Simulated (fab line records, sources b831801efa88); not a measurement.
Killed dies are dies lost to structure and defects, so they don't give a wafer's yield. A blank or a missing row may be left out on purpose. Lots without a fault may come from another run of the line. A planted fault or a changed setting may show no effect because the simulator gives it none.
fab line records | flow sky130
record lots=7 wafers=21 last_day=50
route steps=708 shown VIA2@521 METAL3@532 PAD_OPEN@708
lots that met no fault: from a run of the same line without faults
start_h: hours from the record's first day to the start of the lot's first wafer shown | wait_h: hours since the lot's step before | " the same as in the row above | L1.1+2: a row that stands for several wafers | - no value, or no start given | * or withheld: withheld | < > ~ a bound
route shown NAME@n: a module of which the file shows steps, and the number in the route of the first | usual: mean/standard deviation of fault-free wafers | same: alike in all rows | chamber/n: place in a boat | sites: the reading at each site | _std_site: their standard deviation | _edge_site: outer sites' mean less inner sites' | radius_mm: how far each site lies from the wafer's centre | mask NAME#n: copy n | behind: the tool/chamber that last shaped the wafer | hold: why the lot was held/for how many hours/how that ended | device: the transistor (n, p or np) that didn't switch | end of line: the same wafers' tests at the end of the route | a step without rows: its recipe alone | killed: dies lost to structure and defects at the first sort, not the wafer's yield | map: a wafer's dies, x killed, . not, _ none there
set.NAME: the setting as run; set.NAME@STEP: as run at that earlier step | model.NAME: the simulator's own value behind a step, which no gauge read
lots at some steps of the route; a table a step, a row a wafer
services: from which hour (start_h, from the record's first day; less than 0 if before it) a tool's chamber was out of use, for how many hours, and why
## steps
# step SKY_VIA2_ETCH_14
# recipe chemistry=N2/H2 target=BARC ion_energy_ev=200 source_w=500 bias_w=100 pressure_mtorr=30 n2_flow_sccm=100 h2_flow_sccm=200 stop_on=SiO2 time_s=45.9 target_depth_a=600
# usual drypump_motor_current_A=5.6/0.38 oes_product_au=0.858/0.0042 rf_fwd_power_W=494.2/2.3 throttle_valve_pct=13.226/0.0091
# columns lot.wafer tool chamber start_h wait_h drypump_motor_current_A oes_product_au rf_fwd_power_W rf_hours_counter_h throttle_valve_pct
L312.3 rie_diel-04 3 871.38 0.0 6.0 0.860 495.2 5 13.234
L312.5 " 3 " " 6.0 0.855 495.1 - 13.233
L312.6 " 2 " " 6.0 0.859 492.6 - 13.228
L320.2 rie_diel-04 2 928.72 0.0 6.0 0.859 491.8 7 13.229
L320.5 " 1 " " 5.0 0.853 496.3 - 13.220
L320.6 " 2 " " 6.0 0.859 490.4 - 13.234
L324.1 rie_diel-02 0 964.17 0.0 5.5 0.851 495.8 13 13.231
L324.3 " 1 " " 5.0 0.855 488.8 12 13.224
L324.4 " 3 " " 6.2 0.859 494.6 22 13.227
L325.3 rie_diel-01 0 967.22 0.0 5.8 0.859 492.7 3 13.232
L325.4 " 2 " " 5.3 0.856 498.0 11 13.226
L325.5 " 2 " " 5.3 0.856 493.7 - 13.228
L326.3 rie_diel-01 1 970.67 0.0 5.6 0.848 488.6 12 13.229
L326.4 " 3 " " 6.1 0.855 497.3 13 13.231
L326.6 " 1 " " 5.6 0.855 491.5 - 13.236
L327.3 rie_diel-01 2 974.22 0.0 5.3 0.861 492.7 11 13.221
L327.4 " 1 " " 5.6 0.860 493.9 13 13.229
L327.5 " 1 " " 5.6 0.860 490.3 - 13.220
L332.1 rie_diel-02 2 1011.22 0.0 5.2 0.854 498.2 22 13.239
L332.5 " 0 " " 5.5 0.860 494.8 - 13.231
L332.6 " 1 " " 5.1 0.862 490.6 - 13.230
# step SKY_VIA2_ETCH_15
# recipe target=SiO2 chemistry=C4F8/O2/Ar target_depth_nm=546 stop_on=TiN mask_material=KrF-thick source_w=1500 bias_w=1200 pressure_mtorr=40 c4f8_flow_sccm=withheld O2_flow_sccm=6 Ar_flow_sccm=300 time_s=84
# usual oes_product_au=0.939/0.0049 rf_fwd_power_W=1489/4.9
# columns lot.wafer tool chamber start_h wait_h oes_product_au rf_fwd_power_W rf_hours_counter_h
L312.3 rie_diel-04 3 871.42 0.0 0.935 1494 5
L312.5 " 3 " " 0.929 1492 -
L312.6 " 2 " " 0.939 1487 -
L320.2 rie_diel-04 2 928.76 0.0 0.942 1484 7
L320.5 " 1 " " 0.935 1495 -
L320.6 " 2 " " 0.929 1484 -
L324.1 rie_diel-02 0 964.21 0.0 0.937 1485 13
L324.3 " 1 " " 0.943 1489 13
L324.4 " 3 " " 0.935 1490 22
L325.3 rie_diel-01 0 967.26 0.0 0.937 1490 3
L325.4 " 2 " " 0.940 1489 11
L325.5 " 2 " " 0.936 1493 -
L326.3 rie_diel-01 1 970.71 0.0 0.937 1484 12
L326.4 " 3 " " 0.944 1491 13
L326.6 " 1 " " 0.946 1488 -
L327.3 rie_diel-01 2 974.26 0.0 0.940 1492 11
L327.4 " 1 " " 0.938 1486 13
L327.5 " 1 " " 0.940 1488 -
L332.1 rie_diel-02 2 1011.26 0.0 0.940 1490 22
L332.5 " 0 " " 0.933 1493 -
L332.6 " 1 " " 0.945 1481 -
# step SKY_VIA2_STRIP_16
# recipe chemistry=O2/N2 power_w=1400 pressure_mtorr=1500 platen_temp_c=withheld o2_flow_sccm=3000 n2_flow_sccm=300 overash_fraction=0.5
# usual drypump_motor_current_A=5.9/0.43 oes_product_au=0.399/0.0047 strip_time_to_endpoint_s=4.06/0.037
# columns lot.wafer tool chamber start_h wait_h drypump_motor_current_A oes_product_au rf_hours_counter_h strip_time_to_endpoint_s
L312.3 plasma_asher-03 0 871.52 0.1 6.2 0.398 - 4.06
L312.5 " 1 " " 6.2 0.388 - 4.06
L312.6 " 0 " " 6.2 0.394 - 4.09
L320.2 plasma_asher-02 1 928.83 0.0 5.1 0.400 50 4.11
L320.5 " 1 " " 5.1 0.395 - 4.04
L320.6 " 0 " " 5.9 0.404 - 4.10
L324.1 plasma_asher-04 0 964.27 0.0 5.8 0.407 105 4.12
L324.3 " 0 " " 5.8 0.389 - 4.01
L324.4 " 1 " " 6.4 0.403 - 4.07
L325.3 plasma_asher-03 0 967.36 0.1 6.2 0.402 - 4.05
L325.4 " 1 " " 6.2 0.402 - 4.02
L325.5 " 1 " " 6.2 0.394 - 4.02
L326.3 plasma_asher-02 1 970.81 0.1 5.1 0.402 - 4.08
L326.4 " 0 " " 5.8 0.394 - 4.00
L326.6 " 0 " " 5.9 0.402 - 4.04
L327.3 plasma_asher-04 1 974.36 0.1 6.4 0.400 - 4.01
L327.4 " 0 " " 5.8 0.395 - 4.08
L327.5 " 1 " " 6.4 0.390 - 4.07
L332.1 plasma_asher-02 0 1011.33 0.0 5.9 0.401 58 4.06
L332.5 " 0 " " 5.9 0.402 - 4.10
L332.6 " 1 " " 5.1 0.395 - 4.01
# step SKY_VIA2_STRIP_17
# recipe chemistry=post_etch_residue_remover time_s=1200 temp_c=72.5
# step SKY_VIA2_CLEAN_18
# recipe chemistry=IPA time_s=180 temp_c=25
# step SKY_VIA2_CLEAN_19
# recipe chemistry=O3/DIW dry=n2_spin
# step SKY_VIA2_SPUTTER_20
# recipe material=TiN target_thk_nm=20 chamber_pressure_pa=5 power_w=4000 time_s=80
# step SKY_VIA2_CVD_21
# recipe material=W target_thk_nm=420 time_s=126.4 temp_c=400 pressure_torr=40
# step SKY_VIA2_RS_MEAS_22
# recipe thk_meas_gauge=four-point-probe reads=W_of_VIA2_CVD_21+TiN_of_VIA2_SPUTTER_20
# usual VIA2_W_RS=0.276/0.0035
# columns lot.wafer tool chamber start_h wait_h VIA2_W_RS[ohm/sq]
L312.3 film_metro-01 - 872.40 0.1 0.274
L312.5 " - " " 0.276
L312.6 " - " " 0.274
L320.2 film_metro-02 - 929.63 0.1 0.275
L320.5 " - " " 0.272
L320.6 " - " " 0.276
L324.1 film_metro-01 - 965.07 0.1 0.274
L324.3 " - " " 0.274
L324.4 " - " " 0.275
L325.3 film_metro-03 - 968.15 0.1 0.272
L325.4 " - " " 0.267
L325.5 " - " " 0.275
L326.3 film_metro-03 - 971.62 0.1 0.279
L326.4 " - " " 0.280
L326.6 " - " " 0.274
L327.3 film_metro-03 - 975.55 0.1 0.274
L327.4 " - " " 0.276
L327.5 " - " " 0.272
L332.1 film_metro-01 - 1012.12 0.1 0.272
L332.5 " - " " 0.272
L332.6 " - " " 0.270
# step SKY_VIA2_THK_MEAS_23
# recipe thk_meas_gauge=xrf reads=W_of_VIA2_CVD_21
# usual VIA2_W_THK=415/6.3
# columns lot.wafer tool chamber start_h wait_h VIA2_W_THK[nm]
L312.3 film_metro-01 - 872.50 0.1 417
L312.5 " - " " 411
L312.6 " - " " 420
L320.2 film_metro-02 - 929.74 0.1 413
L320.5 " - " " 417
L320.6 " - " " 417
L324.1 film_metro-01 - 965.19 0.1 413
L324.3 " - " " 414
L324.4 " - " " 414
L325.3 film_metro-03 - 968.25 0.1 424
L325.4 " - " " 432
L325.5 " - " " 426
L326.3 film_metro-03 - 971.72 0.1 412
L326.4 " - " " 417
L326.6 " - " " 425
L327.3 film_metro-03 - 975.65 0.1 421
L327.4 " - " " 423
L327.5 " - " " 424
L332.1 film_metro-01 - 1012.24 0.1 408
L332.5 " - " " 413
L332.6 " - " " 416
# step SKY_VIA2_CMP_24
# recipe stop_on=SiO2 t_overpolish_s=20 down_force_psi=3.5 platen_rpm=60 target_thk_nm=0 pad_velocity_m_s=0.94248
# usual motor_current_A=11.6/1.2 overpolish_run_s=20.000/0.0094 time_to_endpoint_s=99/4.9
# columns lot.wafer tool chamber start_h wait_h motor_current_A overpolish_run_s time_to_endpoint_s
L312.3 cmp-01 3 872.64 0.1 14.7 20.003 99
L312.6 " 1 " " 11.1 20.022 93
L312.5 " 2 " " 10.8 20.000 98
L320.2 cmp-02 1 929.79 0.0 11.3 19.995 102
L320.6 " 1 " " 11.2 20.024 102
L320.5 " 2 " " 12.2 20.001 105
L324.1 cmp-01 3 965.25 0.1 15.0 19.990 97
L324.4 " 1 " " 11.1 20.004 93
L324.3 " 2 " " 10.2 20.001 100
L325.4 cmp-02 0 968.39 0.1 11.3 19.993 106
L325.3 " 1 " " 10.8 19.989 101
L325.5 " 2 " " 12.0 20.004 103
L326.4 cmp-02 3 971.81 0.1 11.7 20.002 96
L326.3 " 0 " " 11.2 20.001 103
L326.6 " 3 " " 11.7 20.012 95
L327.3 cmp-01 3 975.69 0.0 14.6 20.004 100
L327.4 " 0 " " 10.7 20.007 89
L327.5 " 3 " " 14.5 19.998 99
L332.1 cmp-01 0 1012.45 0.2 11.1 19.995 94
L332.5 " 1 " " 10.9 20.012 102
L332.6 " 2 " " 10.5 19.982 103
# step SKY_METAL3_SPUTTER_00
# recipe material=Ti target_thk_nm=15 power_w=3000 time_s=10 chamber_pressure_pa=0.4
# step SKY_METAL3_SPUTTER_01
# recipe material=TiN target_thk_nm=20 power_w=6500 time_s=16.7 chamber_pressure_pa=0.4
# usual cathode_dc_power_W=6500.0/1.1 chamber_pressure_pa=0.4000/0.00087 throttle_valve_pct=30.0/1.1
# columns lot.wafer tool chamber start_h wait_h cathode_dc_power_W chamber_pressure_pa throttle_valve_pct
L312.3 pvd_sputter-03 - 872.86 0.0 6499.1 0.4007 30.6
L312.5 " - " " 6499.2 0.3981 30.6
L312.6 " - " " 6501.4 0.4015 30.9
L320.2 pvd_sputter-04 - 930.11 0.0 6499.3 0.3998 28.0
L320.5 " - " " 6500.1 0.4013 29.3
L320.6 " - " " 6498.9 0.4005 29.3
L324.1 pvd_sputter-03 - 965.57 0.0 - - -
L324.3 " - " " - - -
L324.4 " - " " - - -
L325.3 pvd_sputter-02 - 968.61 0.0 - - -
L325.4 " - " " - - -
L325.5 " - " " - - -
L326.3 pvd_sputter-04 - 972.08 0.0 - - -
L326.4 " - " " - - -
L326.6 " - " " - - -
L327.3 pvd_sputter-04 - 976.01 0.0 6501.7 0.3991 29.5
L327.4 " - " " 6500.1 0.3978 28.5
L327.5 " - " " 6501.1 0.3988 29.3
L332.1 pvd_sputter-03 - 1012.63 0.0 6498.8 0.4008 30.8
L332.5 " - " " 6498.9 0.3995 30.7
L332.6 " - " " 6500.9 0.3996 28.8
# step SKY_METAL3_SPUTTER_02
# recipe material=AlCu target_thk_nm=735 power_w=10600 time_s=39.1 chamber_pressure_pa=0.4
# usual cathode_dc_power_W=10600/1.8 chamber_pressure_pa=0.4000/0.0008 throttle_valve_pct=30.0/1.1
# columns lot.wafer tool chamber start_h wait_h cathode_dc_power_W chamber_pressure_pa throttle_valve_pct
L312.3 pvd_sputter-03 - 872.89 0.0 10598 0.3989 31.0
L312.5 " - " " 10597 0.4013 30.5
L312.6 " - " " 10604 0.4013 30.8
L320.2 pvd_sputter-04 - 930.14 0.0 10601 0.3997 28.2
L320.5 " - " " 10599 0.3996 29.4
L320.6 " - " " 10598 0.3998 29.6
L324.1 pvd_sputter-03 - 965.59 0.0 10600 0.4005 31.1
L324.3 " - " " 10598 0.3995 30.8
L324.4 " - " " 10600 0.4002 28.7
L325.3 pvd_sputter-02 - 968.64 0.0 10601 0.3982 30.9
L325.4 " - " " 10602 0.3989 29.7
L325.5 " - " " 10602 0.4001 29.0
L326.3 pvd_sputter-04 - 972.11 0.0 10597 0.4000 29.6
L326.4 " - " " 10600 0.3998 28.5
L326.6 " - " " 10600 0.4008 29.5
L327.3 pvd_sputter-04 - 976.04 0.0 10597 0.4015 29.5
L327.4 " - " " 10597 0.4011 28.0
L327.5 " - " " 10602 0.3997 29.6
L332.1 pvd_sputter-03 - 1012.66 0.0 10600 0.4008 30.9
L332.5 " - " " 10601 0.3992 30.7
L332.6 " - " " 10601 0.3995 29.2
# step SKY_PAD_OPEN_PROBE_99
# usual defect_limited_yield=82.9/2 killed_at_M0_to_M3=43/7 killed_at_M4_up=3.0/1.9 killed_at_contacts=24/4.6 killed_at_front_end=15/4.1 killed_at_other=0.3/0.52 killed_dies=84/9.7 killed_on_rim=16/3.6 killed_open=46/6.9 killed_short=38/6.8 sort_bin_3_pad_short=0.8/0.41 sort_bin_5_function=10.2/1.5 sort_bin_6_memory=6.1/1.1 sort_bin_8_speed=0.00/0.017 sort_n_pass=408/9.7 sort_yield_pct=82.9/2
# same gross_dies=492 killed_at_back_side=0 sort_bin_4_leakage[%]=0
# columns lot.wafer tool chamber start_h wait_h defect_limited_yield[%] killed_at_M0_to_M3 killed_at_M4_up killed_at_contacts killed_at_front_end killed_at_other killed_dies killed_on_rim killed_open killed_short sort_bin_3_pad_short[%] sort_bin_5_function[%] sort_bin_6_memory[%] sort_bin_8_speed[%] sort_n_pass sort_yield_pct[%] model.etest.via2_chain.rc_ohm model.etest.met3.line_ohm_um model.etest.met3.rs_ohm_sq
L312.3 prober-02 - 1094.34 0.2 85.0 44 1 20 9 0 74 18 42 32 0.6 9.3 5.1 0 418 85.0 9.745 0.1384 0.04286
L312.5 prober-02 - 1094.44 0.2 85.4 28 4 25 15 0 72 15 32 40 0.8 8.3 5.5 0 420 85.4 9.678 0.1418 0.04314
L312.6 prober-02 - 1094.49 0.2 87.2 34 2 19 8 0 63 14 37 26 0.6 9.1 3.0 0 429 87.2 9.743 0.1408 0.04307
L320.2 prober-01 - 1138.93 0.1 84.3 43 2 20 12 0 77 14 43 34 0.6 9.6 5.5 0 415 84.3 9.702 0.1431 0.04208
L320.5 prober-01 - 1139.08 0.2 80.7 51 4 27 13 0 95 18 50 42 0.4 13.2 5.7 0.20 396 80.5 9.952 0.1454 0.04308
L320.6 prober-01 - 1139.13 0.2 83.9 46 4 20 8 1 79 19 44 35 0.6 8.3 7.1 0 413 83.9 9.215 0.145 0.04316
L324.1 prober-01 - 1164.28 0.1 82.3 32 6 28 21 0 87 14 41 46 1.6 10.0 6.1 0 405 82.3 9.088 0.1464 0.04478
L324.3 prober-01 - 1164.38 0.2 82.7 41 5 25 13 1 85 19 42 43 1.0 10.0 6.3 0 407 82.7 9.217 0.1512 0.04464
L324.4 prober-01 - 1164.43 0.2 84.8 37 4 24 10 0 75 18 40 35 0.2 8.5 6.5 0 417 84.8 9.438 0.1424 0.04362
L325.3 prober-02 - 1168.08 0.2 87.0 31 2 23 8 0 64 13 37 26 0.4 7.7 4.9 0 428 87.0 9.412 0.1481 0.04385
L325.4 prober-02 - 1168.13 0.2 80.9 55 2 26 10 1 94 25 52 42 0.6 10.2 8.3 0 398 80.9 10.37 0.1573 0.0457
L325.5 prober-02 - 1168.18 0.2 82.1 49 2 21 16 0 88 22 43 44 0.8 10.4 6.7 0 404 82.1 9.864 0.1469 0.04381
L326.3 prober-01 - 1169.38 0.2 82.9 39 4 21 19 1 84 12 45 39 0.6 10.4 6.1 0 408 82.9 8.893 0.1482 0.0454
L326.4 prober-01 - 1169.43 0.2 84.1 37 2 30 9 0 78 24 42 36 1.0 9.6 5.3 0 414 84.1 10.05 0.1514 0.04503
L326.6 prober-01 - 1169.53 0.2 84.3 41 1 23 12 0 77 15 45 31 1.2 9.8 4.7 0 415 84.3 9.005 0.1494 0.04528
L327.3 prober-02 - 1174.88 0.2 82.1 48 2 24 14 0 88 18 51 37 1.0 11.2 5.7 0 404 82.1 11 0.1432 0.04339
L327.4 prober-02 - 1174.93 0.2 84.6 40 3 24 8 1 76 23 42 33 1.0 7.7 6.7 0 416 84.6 9.284 0.1413 0.04219
L327.5 prober-02 - 1174.98 0.2 82.3 46 2 28 11 0 87 14 42 45 0.6 11.4 5.7 0 405 82.3 9.785 0.1406 0.04287
L332.1 prober-01 - 1197.08 0.1 82.1 56 5 16 11 0 88 18 38 50 1.8 10.2 5.9 0 404 82.1 10.44 0.1437 0.04291
L332.5 prober-01 - 1197.28 0.2 79.1 54 2 25 21 1 103 17 61 42 0.8 12.0 8.1 0 389 79.1 9.922 0.1474 0.04332
L332.6 prober-01 - 1197.33 0.2 80.7 41 8 22 24 0 95 18 38 57 1.4 11.6 6.3 0 397 80.7 10.21 0.1459 0.04225
# killed by level:class
L312.3 VIA2:geometric_particle:open=10 VIA1:geometric_particle:open=10 LI_CONTACT:geometric_particle:open=6 CONTACT:geometric_particle:open=6 VIA1:geometric_particle:short=6 LOCAL_INTERCONNECT:geometric_particle:short=4 METAL2:geometric_particle:short=4 FIELD_ISO:geometric_particle:short=3
L312.5 LI_CONTACT:geometric_particle:open=8 VIA1:geometric_particle:short=8 VIA1:geometric_particle:open=6 LOCAL_INTERCONNECT:geometric_particle:short=5 CONTACT:geometric_particle:open=5 FIELD_ISO:geometric_particle:short=4 LI_CONTACT:geometric_particle:short=4 FIELD_ISO:geometric_particle:open=3
L312.6 VIA1:geometric_particle:open=8 LI_CONTACT:geometric_particle:open=7 CONTACT:geometric_particle:open=6 VIA1:geometric_particle:short=6 LOCAL_INTERCONNECT:geometric_particle:short=4 VIA3:geometric_particle:open=4 METAL2:geometric_particle:short=4 FIELD_ISO:geometric_particle:short=3
L320.2 VIA2:geometric_particle:open=8 CONTACT:geometric_particle:open=7 VIA3:geometric_particle:open=7 METAL2:geometric_particle:short=6 LI_CONTACT:geometric_particle:open=5 VIA1:geometric_particle:open=5 FIELD_ISO:geometric_particle:short=4 LI_CONTACT:geometric_particle:short=4
L320.5 VIA1:geometric_particle:open=10 CONTACT:geometric_particle:open=9 VIA3:geometric_particle:open=8 METAL1:geometric_particle:short=7 LI_CONTACT:geometric_particle:open=7 LOCAL_INTERCONNECT:geometric_particle:short=6 METAL2:geometric_particle:short=6 VIA2:geometric_particle:short=5
L320.6 VIA1:geometric_particle:open=10 VIA2:geometric_particle:open=9 VIA3:geometric_particle:open=7 LI_CONTACT:geometric_particle:open=6 LI_CONTACT:geometric_particle:short=4 METAL1:geometric_particle:open=4 LOCAL_INTERCONNECT:geometric_particle:short=4 CONTACT:geometric_particle:open=4
L324.1 LI_CONTACT:geometric_particle:open=8 CONTACT:geometric_particle:short=7 VIA1:geometric_particle:open=7 FIELD_ISO:geometric_particle:open=6 POLY_GATE:geometric_particle:short=5 LOCAL_INTERCONNECT:geometric_particle:short=5 METAL1:geometric_particle:short=5 VIA2:geometric_particle:open=5
L324.3 VIA1:geometric_particle:open=13 CONTACT:geometric_particle:short=9 CONTACT:geometric_particle:open=8 VIA3:geometric_particle:open=5 POLY_GATE:geometric_particle:short=4 LOCAL_INTERCONNECT:geometric_particle:short=4 METAL2:geometric_particle:short=4 FIELD_ISO:geometric_particle:open=3
L324.4 VIA1:geometric_particle:open=7 LI_CONTACT:geometric_particle:open=6 LOCAL_INTERCONNECT:geometric_particle:short=6 CONTACT:geometric_particle:open=6 METAL2:geometric_particle:short=6 METAL1:geometric_particle:short=5 METAL1:geometric_particle:open=5 VIA3:geometric_particle:open=5
L325.3 VIA1:geometric_particle:open=10 VIA2:geometric_particle:open=8 LI_CONTACT:geometric_particle:open=7 CONTACT:geometric_particle:open=7 METAL1:geometric_particle:short=4 CONTACT:geometric_particle:short=4 FIELD_ISO:geometric_particle:short=3 POLY_GATE:geometric_particle:short=3
L325.4 VIA1:geometric_particle:open=14 LI_CONTACT:geometric_particle:open=11 VIA2:geometric_particle:open=11 METAL1:geometric_particle:short=9 CONTACT:geometric_particle:open=8 VIA2:geometric_particle:short=7 POLY_GATE:geometric_particle:short=4 CONTACT:geometric_particle:short=4
L325.5 VIA1:geometric_particle:open=9 FIELD_ISO:geometric_particle:short=8 CONTACT:geometric_particle:open=8 METAL1:geometric_particle:short=8 VIA2:geometric_particle:open=8 VIA1:geometric_particle:short=7 LOCAL_INTERCONNECT:geometric_particle:short=4 VIA3:geometric_particle:short=4
L326.3 VIA1:geometric_particle:open=11 CONTACT:geometric_particle:open=7 FIELD_ISO:geometric_particle:short=6 LOCAL_INTERCONNECT:geometric_particle:short=5 METAL1:geometric_particle:open=5 VIA3:geometric_particle:open=5 FIELD_ISO:geometric_particle:open=4 CONTACT:geometric_particle:short=4
L326.4 CONTACT:geometric_particle:open=13 CONTACT:geometric_particle:short=7 VIA1:geometric_particle:open=7 VIA3:geometric_particle:open=7 LOCAL_INTERCONNECT:geometric_particle:short=6 METAL1:geometric_particle:short=4 VIA2:geometric_particle:open=4 LI_CONTACT:geometric_particle:open=3
L326.6 CONTACT:geometric_particle:open=10 VIA1:geometric_particle:open=9 VIA3:geometric_particle:open=6 METAL1:geometric_particle:short=6 LI_CONTACT:geometric_particle:open=5 METAL2:geometric_particle:short=5 POLY_GATE:geometric_particle:short=4 CONTACT:geometric_particle:short=4
L327.3 VIA2:geometric_particle:open=14 VIA1:geometric_particle:open=10 METAL1:geometric_particle:short=8 CONTACT:geometric_particle:short=8 CONTACT:geometric_particle:open=7 LI_CONTACT:geometric_particle:open=6 FIELD_ISO:geometric_particle:short=5 FIELD_ISO:geometric_particle:open=4
L327.4 LI_CONTACT:geometric_particle:open=8 VIA1:geometric_particle:open=7 CONTACT:geometric_particle:open=6 METAL2:geometric_particle:short=6 CONTACT:geometric_particle:short=5 METAL1:geometric_particle:short=5 VIA2:geometric_particle:open=5 VIA3:geometric_particle:open=5
L327.5 CONTACT:geometric_particle:open=13 VIA1:geometric_particle:open=12 CONTACT:geometric_particle:short=9 METAL1:geometric_particle:short=6 VIA1:geometric_particle:short=6 METAL2:geometric_particle:short=6 FIELD_ISO:geometric_particle:open=4 METAL3:geometric_particle:short=4
L332.1 METAL2:geometric_particle:short=11 VIA1:geometric_particle:short=10 VIA2:geometric_particle:open=10 VIA1:geometric_particle:open=8 CONTACT:geometric_particle:open=5 FIELD_ISO:geometric_particle:short=4 LOCAL_INTERCONNECT:geometric_particle:short=4 VIA2:geometric_particle:short=4
L332.5 CONTACT:geometric_particle:open=11 VIA1:geometric_particle:open=11 VIA3:geometric_particle:open=10 METAL2:geometric_particle:short=8 LI_CONTACT:geometric_particle:open=6 VIA1:geometric_particle:short=6 METAL1:geometric_particle:short=6 POLY_GATE:geometric_particle:open=5
L332.6 METAL1:geometric_particle:short=8 FIELD_ISO:geometric_particle:short=7 POLY_GATE:geometric_particle:short=7 METAL4:geometric_particle:short=7 METAL2:geometric_particle:short=6 CONTACT:geometric_particle:open=6 VIA1:geometric_particle:short=6 VIA1:geometric_particle:open=6
## services
# columns tool chamber start_h hours kind
pvd_sputter-04 3 848.96 - consumable_replace:kit
pvd_sputter-04 3 848.96 18.0 scheduled_down
pvd_sputter-04 3 848.96 18.0 vent_cycle
pvd_sputter-03 0 849.29 - consumable_replace:kit
rie_diel-04 - 853.79 0.7 repair
rie_diel-01 0 879.78 6.4 repair
rie_diel-04 3 890.81 4.7 repair
rie_diel-01 1 891.64 2.4 repair
cmp-02 - 894.87 0.9 repair
rie_diel-02 1 909.36 8.2 repair
cmp-01 - 924.25 4.0 pm
cmp-01 - 934.09 0.4 repair
rie_diel-01 1 934.91 21.7 repair
pvd_sputter-02 - 937.96 15.0 repair
rie_diel-04 1 940.00 5.6 repair
cmp-02 - 951.13 0.7 repair
plasma_asher-04 - 957.43 5.1 repair
rie_diel-02 3 975.16 3.4 repair
rie_diel-04 3 986.26 12.3 repair
pvd_sputter-03 - 987.66 2.1 repair
plasma_asher-03 - 987.77 14.6 pm
cmp-02 - 989.56 0.9 repair
rie_diel-02 - 998.45 2.8 pm
rie_diel-04 2 1007.67 28.8 repair
## key
first_sign step=SKY_METAL3_SPUTTER_01 reading=tool_record direction=missing
effect none on later readings
model_effect step=SKY_PAD_OPEN_PROBE_99 value=etest.via2_chain.rc_ohm without=10.04 struck=9.481
met_at SKY_METAL3_SPUTTER_01
struck_wafers L324.1,L324.3,L324.4,L325.3,L325.4,L325.5,L326.3,L326.4,L326.6
onset_between 930.11 965.57
fault kind=skipped_step_whole tool=pvd_sputter-02,pvd_sputter-03,pvd_sputter-04 chamber=- onset_h=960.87 steps=SKY_METAL3_SPUTTER_01 scope=struck_lots_only
